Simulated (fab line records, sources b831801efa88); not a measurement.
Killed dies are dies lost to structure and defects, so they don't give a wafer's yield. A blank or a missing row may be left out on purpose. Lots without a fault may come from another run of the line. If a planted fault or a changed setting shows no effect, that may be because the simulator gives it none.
fab line records ; flow sfqLine
record: lots: 6; wafers: 18; lastDay: 91
route steps=325 shown M2@99 I2@103
lots with no fault: from the same line, run without faults
startH: the number of hours between the record's first day and the start of the first shown wafer of the lot ; waitH: time in hours since the lot's previous step ; " unchanged from the row above ; L1.1+2: one row covering several wafers at once ; - no value, or no start was given ; * or withheld: withheld ; < > ~ a bound
route shown NAME@n: NAME is a module with steps in the file, n the number in the route of the first one ; usual: mean/standard deviation of fault-free wafers ; same: alike in all rows ; chamber/n: place in a boat ; sites: the reading at each site ; _std_site: the values' standard deviation ; _edge_site: mean of outer sites minus mean of inner sites ; radiusMm: for every site, how far away it sits from the centre of the wafer ; mask NAME#n: copy n ; behind: tool/chamber where the wafer was last shaped ; hold: reason for holding the lot/hours on hold/outcome of the hold ; device: which transistor (n, p or np) failed to switch ; end of line: the route-end tests of the same wafers ; a step with no rows: only its recipe ; killed: dies that structure and defects cost at the first sort, which is not the same as the wafer's yield ; map: per-die view of a wafer (x killed, . not killed, _ where there is no die)
set.NAME: the setting as run; set.NAME@STEP: as run at that earlier step ; model.NAME: the simulator's own value behind a step, which no gauge read
lots seen at some steps along the route; tables by step, rows by wafer
services: the hour from which a tool's chamber was out of use, counted from the record's first day as startH (under 0 if before that day), plus the number of hours and why
== steps ==
step: SFQ_TRILAYER_M2_BARC_OPEN_METAL_ETCH_077
recipe: maskMaterial: PR; chemistry: O2; targetDepthNm: 125; target: BARC; icpW: 600; biasW: 80; pressureMtorr: 10; timeS: 41.7
usual: drypumpMotorCurrentA: 6.0/0.46; oesProductAu: 0.685/0.0043
lot.wafer;tool;chamber;startH;waitH;drypumpMotorCurrentA;oesProductAu;rfHoursCounterH
L263.2;rieMetal-04;0;867.46;0.0;6.4;0.680;52
L263.4;rieMetal-04;1;867.46;0.0;6.6;0.685;-
L263.5;rieMetal-04;1;867.46;0.0;6.6;0.679;-
L264.2;rieMetal-03;1;875.86;0.0;6.1;0.685;92
L264.3;rieMetal-03;1;875.86;0.0;6.1;0.688;-
L264.6;rieMetal-03;0;875.86;0.0;6.4;0.685;-
L267.1;rieMetal-04;1;892.47;0.0;6.6;0.684;57
L267.2;rieMetal-04;0;892.47;0.0;6.4;0.687;54
L267.6;rieMetal-04;0;892.47;0.0;6.5;0.686;-
L268.1;rieMetal-01;1;897.27;0.0;5.6;0.683;120
L268.2;rieMetal-01;0;897.27;0.0;5.4;0.687;52
L268.4;rieMetal-01;1;897.27;0.0;5.6;0.686;-
L275.1;rieMetal-01;1;996.72;0.0;5.6;0.687;133
L275.2;rieMetal-01;0;996.72;0.0;5.4;0.683;66
L275.3;rieMetal-01;0;996.72;0.0;5.4;0.688;-
L276.2;rieMetal-01;0;1023.94;0.0;5.3;0.681;-
L276.3;rieMetal-01;0;1023.94;0.0;5.3;0.688;-
L276.4;rieMetal-01;0;1023.94;0.0;5.4;0.687;-
step: SFQ_TRILAYER_M2_ETCH_METAL_ETCH_060
recipe: target: Nb; stopOn: SiO2; maskMaterial: PR; chemistry: Cl2/Ar; targetDepthNm: 240; icpW: 600; biasW: 80; pressureMtorr: 10; timeS: 120
usual: drypumpMotorCurrentA: 6.0/0.47; oesProductAu: 0.893/0.0066
lot.wafer;tool;chamber;startH;waitH;drypumpMotorCurrentA;oesProductAu;rfHoursCounterH
L263.2;rieMetal-04;0;867.52;0.0;6.5;0.891;52
L263.4;rieMetal-04;1;867.52;0.0;6.6;0.893;-
L263.5;rieMetal-04;1;867.52;0.0;6.7;0.893;-
L264.2;rieMetal-03;1;875.92;0.0;6.0;0.905;92
L264.3;rieMetal-03;1;875.92;0.0;6.0;0.900;-
L264.6;rieMetal-03;0;875.92;0.0;6.4;0.904;-
L267.1;rieMetal-04;1;892.55;0.1;6.7;0.888;58
L267.2;rieMetal-04;0;892.55;0.1;6.5;0.887;54
L267.6;rieMetal-04;0;892.55;0.1;6.5;0.887;-
L268.1;rieMetal-01;1;897.33;0.0;5.6;0.894;120
L268.2;rieMetal-01;0;897.33;0.0;5.4;0.903;52
L268.4;rieMetal-01;1;897.33;0.0;5.6;0.894;-
L275.1;rieMetal-01;1;996.78;0.0;5.6;0.900;134
L275.2;rieMetal-01;0;996.78;0.0;5.4;0.900;66
L275.3;rieMetal-01;0;996.78;0.0;5.4;0.890;-
L276.2;rieMetal-01;0;1024.08;0.1;5.4;0.893;-
L276.3;rieMetal-01;0;1024.08;0.1;5.4;0.888;-
L276.4;rieMetal-01;0;1024.08;0.1;5.4;0.897;-
step: SFQ_TRILAYER_M2_STRIP_STRIP_061
recipe: gas: O2; powerW: 200; platenTempC: 40; overashFraction: 0.65; chemistry: O2; pressureMtorr: 50
usual: drypumpMotorCurrentA: 6.0/0.46; oesProductAu: 1.000/0.0085
lot.wafer;tool;chamber;startH;waitH;drypumpMotorCurrentA;oesProductAu;rfHoursCounterH
L263.2;rieMetal-04;0;867.65;0.1;6.5;1.015;52
L263.4;rieMetal-04;1;867.65;0.1;6.7;1.002;-
L263.5;rieMetal-04;1;867.65;0.1;6.6;1.012;-
L264.2;rieMetal-03;1;876.05;0.1;6.1;1.024;93
L264.3;rieMetal-03;1;876.05;0.1;6.1;1.020;-
L264.6;rieMetal-03;0;876.05;0.1;6.4;1.001;-
L267.1;rieMetal-04;1;892.72;0.1;6.6;0.989;58
L267.2;rieMetal-04;0;892.72;0.1;6.5;0.997;54
L267.6;rieMetal-04;0;892.72;0.1;6.4;1.007;-
L268.1;rieMetal-01;1;897.45;0.1;5.6;0.990;121
L268.2;rieMetal-01;0;897.45;0.1;5.4;0.996;53
L268.4;rieMetal-01;1;897.45;0.1;5.6;0.994;-
L275.1;rieMetal-01;1;996.91;0.1;5.6;0.987;134
L275.2;rieMetal-01;0;996.91;0.1;5.4;0.992;66
L275.3;rieMetal-01;0;996.91;0.1;5.4;0.995;-
L276.2;rieMetal-01;0;1024.49;0.4;5.4;0.993;-
L276.3;rieMetal-01;0;1024.49;0.4;5.3;0.994;-
L276.4;rieMetal-01;0;1024.49;0.4;5.4;1.001;-
step: SFQ_TRILAYER_M2_STRIP_SOLV_CLEAN_062
recipe: chemistry: NMP; tempC: 70; timeS: 600
step: SFQ_TRILAYER_I2_DEP_PECVD_063
recipe: material: SiO2; tempC: 150; timeS: 111.11; pressureTorr: 2.4; rfW: 183.3; precursor: SiH4/N2O; targetThkNm: 500
usual: heaterPowerW: 92/15; throttleValvePct: 24.2/1.1
lot.wafer;tool;chamber;startH;waitH;heaterPowerW;throttleValvePct
L263.2;pecvd-02;1;868.42;0.0;90;23.8
L263.4;pecvd-02;0;868.42;0.0;92;22.8
L263.5;pecvd-02;1;868.42;0.0;90;23.4
L264.2;pecvd-01;0;877.00;0.0;102;25.1
L264.3;pecvd-01;1;877.00;0.0;104;25.2
L264.6;pecvd-01;2;877.00;0.0;107;24.4
L267.1;pecvd-03;2;893.69;0.0;65;25.1
L267.2;pecvd-03;0;893.69;0.0;101;25.5
L267.6;pecvd-03;0;893.69;0.0;104;25.4
L268.1;pecvd-03;2;898.23;0.0;59;24.9
L268.2;pecvd-03;0;898.23;0.0;101;25.7
L268.4;pecvd-03;0;898.23;0.0;107;25.6
L275.1;pecvd-02;0;997.68;0.0;105;22.9
L275.2;pecvd-02;2;997.68;0.0;112;24.5
L275.3;pecvd-02;1;997.68;0.0;92;24.0
L276.2;pecvd-03;2;1025.67;0.0;64;23.3
L276.3;pecvd-03;0;1025.67;0.0;115;22.9
L276.4;pecvd-03;0;1025.67;0.0;89;22.9
step: SFQ_TRILAYER_I2_CMP_CMP_064
recipe: material: SiO2; downForcePsi: 3; platenRpm: 60; padVelocityMS: 0.94248
usual: motorCurrentA: 9.8/0.86; timeToEndpointS: 216/7
lot.wafer;tool;chamber;startH;waitH;motorCurrentA;timeToEndpointS
L263.2;cmp-01;2;871.44;3.0;9.1;219
L263.4;cmp-01;3;871.44;3.0;10.7;229
L263.5;cmp-01;2;873.44;4.9;9.4;222
L264.3;cmp-02;2;877.08;0.0;9.7;218
L264.2;cmp-02;3;877.08;0.0;11.3;222
L264.6;cmp-02;3;879.58;2.5;10.6;216
L267.2;cmp-01;1;897.19;3.5;9.1;219
L267.1;cmp-01;2;897.19;3.5;10.0;203
L267.6;cmp-01;0;898.69;4.9;8.0;213
L268.2;cmp-01;1;908.69;10.4;8.4;207
L268.1;cmp-01;3;909.69;11.4;10.9;210
L268.4;cmp-01;0;909.69;11.4;8.5;212
L275.1;cmp-01;1;998.48;0.8;8.4;216
L275.2;cmp-01;2;998.48;0.8;10.0;215
L275.3;cmp-01;3;998.48;0.8;10.3;212
L276.3;cmp-01;1;1025.74;0.0;8.8;222
L276.2;cmp-01;2;1025.74;0.0;10.1;217
L276.4;cmp-01;0;1027.24;1.5;8.2;225
step: SFQ_I2_BOW_MEAS_917
recipe: mode: bow
usual: I2_BOW: 3/8.4
lot.wafer;tool;chamber;startH;waitH;I2_BOW[um]
L263.2;filmMetro-01;-;873.96;2.0;11
L263.4;filmMetro-01;-;873.96;2.0;-15
L263.5;filmMetro-01;-;873.96;2.0;0
L264.2;filmMetro-04;-;880.10;2.0;-13
L264.3;filmMetro-04;-;880.10;2.0;-12
L264.6;filmMetro-04;-;880.10;2.0;-7
L267.1;filmMetro-04;-;899.69;1.5;8
L267.2;filmMetro-04;-;899.69;1.5;-10
L267.6;filmMetro-04;-;899.69;1.5;2
L268.1;filmMetro-01;-;911.69;1.5;-6
L268.2;filmMetro-01;-;911.69;1.5;2
L268.4;filmMetro-01;-;911.69;1.5;8
L275.1;filmMetro-04;-;1000.98;2.0;-7
L275.2;filmMetro-04;-;1000.98;2.0;-3
L275.3;filmMetro-04;-;1000.98;2.0;6
L276.2;filmMetro-01;-;1028.76;2.0;18
L276.3;filmMetro-01;-;1028.76;2.0;-3
L276.4;filmMetro-01;-;1028.76;2.0;-5
step: SFQ_TRILAYER_I2_METRO_MEASURE_065
step: SFQ_TRILAYER_I2_VIA_LITHO_COAT_072
recipe: resist: BARC; spinRpm: 3000; resistThkNm: 62
step: SFQ_TRILAYER_I2_VIA_LITHO_COAT_067
recipe: resist: KrF; spinRpm: 3000; resistThkNm: 650
step: SFQ_TRILAYER_I2_VIA_LITHO_SOFTBAKE_071
recipe: tempC: withheld; timeS: withheld; resist: KrF
step: SFQ_TRILAYER_I2_VIA_LITHO_EXPOSE_068
recipe: maskId: I2; na: 0.6; sourceShape: conventional; sigmaOuter: 0.65; targetCdNm: 500; doseMj: 21.3
step: SFQ_TRILAYER_I2_VIA_LITHO_PEB_070
recipe: pebTempC: 115; pebTimeS: 60; resist: KrF
usual: chillPlateTempC: 22.98/0.091; exhaustPa: 45.0/0.98
lot.wafer;tool;chamber;startH;waitH;chillPlateTempC;exhaustPa
L263.2;lithoTrack-01;0;1028.41;0.8;23.01;44.3
L263.4;lithoTrack-01;0;1028.41;0.8;23.07;44.3
L263.5;lithoTrack-01;0;1028.41;0.8;23.09;44.9
L264.2;lithoTrack-01;0;1030.81;0.8;22.91;44.5
L264.3;lithoTrack-01;0;1030.81;0.8;22.99;43.9
L264.6;lithoTrack-01;0;1030.81;0.8;22.83;44.5
L267.1;lithoTrack-01;-;1043.98;1.0;-;-
L267.2;lithoTrack-01;-;1043.98;1.0;-;-
L267.6;lithoTrack-01;-;1043.98;1.0;-;-
L268.1;lithoTrack-01;-;1051.18;1.0;-;-
L268.2;lithoTrack-01;-;1051.18;1.0;-;-
L268.4;lithoTrack-01;-;1051.18;1.0;-;-
L275.1;lithoTrack-03;0;1153.31;1.0;22.95;44.5
L275.2;lithoTrack-03;0;1153.31;1.0;22.86;44.2
L275.3;lithoTrack-03;0;1153.31;1.0;23.05;47.1
L276.2;lithoTrack-03;0;1180.00;0.8;23.05;45.9
L276.3;lithoTrack-03;0;1180.00;0.8;22.99;43.2
L276.4;lithoTrack-03;0;1180.00;0.8;23.09;45.2
step: SFQ_TRILAYER_I2_VIA_LITHO_DEVELOP_069
recipe: timeS: 60; resist: KrF
== services ==
tool;chamber;startH;hours;kind
rieMetal-04;1;845.56;5.6;repair
cmp-02;-;848.38;1.2;repair
cmp-01;-;854.21;0.6;repair
rieMetal-01;1;856.89;16.7;repair
pecvd-01;0;864.04;4.8;repair
pecvd-01;2;899.63;5.3;repair
pecvd-02;-;915.70;1.7;repair
cmp-02;-;925.01;2.5;repair
cmp-02;-;927.47;4.0;pm
pecvd-03;-;933.25;14.0;pm
cmp-02;-;965.83;2.3;repair
cmp-01;-;971.03;1.0;repair
pecvd-01;0;972.38;12.3;repair
rieMetal-04;-;975.71;0.4;repair
cmp-01;-;978.07;4.9;pm
cmp-02;-;983.16;11.4;pm
cmp-01;-;1008.79;5.6;repair
pecvd-03;-;1027.37;5.5;pm
pecvd-03;0;1064.62;5.2;repair
cmp-01;-;1080.75;1.8;repair
cmp-01;-;1091.91;4.0;pm
pecvd-02;1;1100.36;4.0;repair
cmp-01;-;1152.30;2.4;repair
rieMetal-01;-;1163.95;0.2;repair
== key ==
firstSign: step: SFQ_TRILAYER_I2_VIA_LITHO_PEB_070; reading: toolRecord; direction: missing
effect none on later readings
metAt SFQ_TRILAYER_I2_VIA_LITHO_PEB_070
struckWafers L267.1,L267.2,L267.6,L268.1,L268.2,L268.4
onsetBetween 1030.81 1043.98
fault: kind: skippedStepWhole; tool: lithoTrack-01; chamber: -; onsetH: 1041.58; steps: SFQ_TRILAYER_I2_VIA_LITHO_PEB_070; scope: struckLotsOnly
